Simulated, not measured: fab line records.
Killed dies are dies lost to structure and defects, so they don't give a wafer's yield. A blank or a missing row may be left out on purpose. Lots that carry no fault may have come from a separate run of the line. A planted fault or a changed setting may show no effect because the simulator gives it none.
Which tool was responsible? -- flow gf180mcu -- 7 lots (21 wafers sampled), 1 step of a 602-step route

== WHAT THE GAUGES READ, wafer by wafer ==
GF_SAB_THK_MEAS_01.
lot,measured,on,SAB_CVD_00_THK (nm)
L843,day 14 18:16,film_metro-03,50.1 50.5 50.4
L847,day 16 04:07,film_metro-02,49.4 50.4 50.2
L849,day 16 20:00,film_metro-02,49.6 48.8 48.3
L852,day 17 15:20,film_metro-04,49.1 49.3 49.8
L860,day 20 12:43,film_metro-02,49.4 49.7 50.0
L862,day 21 05:40,film_metro-02,49.2 48.6 50.2
L864,day 21 19:37,film_metro-02,49.7 50.5 50.2

== EACH LOT AND THE TOOL THAT RAN IT (in order: tool; ch and the chambers of the sampled wafers; start) ==
Before these readings, the record contains no process step.

== THE ANSWER, worked out from the rows above alone ==
Rule: what is usual is taken from the lots themselves. The widest of any qualifying gaps counts: lots, ordered by their means at a reading, are off when they make up no more than a third of the lots, leave a main group of 4 or more, and stand apart from it by 3 or more times the standard deviation of that group's means. If all means in a main group match to the digits the tables above print for the reading, that group is not used. A lot without any number at a reading at which 4 lots or more have one is off too. Any other lot the step has rows for is counted as sound.
No lot is off at any reading shown: from this, nothing can be told.

== WHAT THE SIMULATOR PUT IN ==
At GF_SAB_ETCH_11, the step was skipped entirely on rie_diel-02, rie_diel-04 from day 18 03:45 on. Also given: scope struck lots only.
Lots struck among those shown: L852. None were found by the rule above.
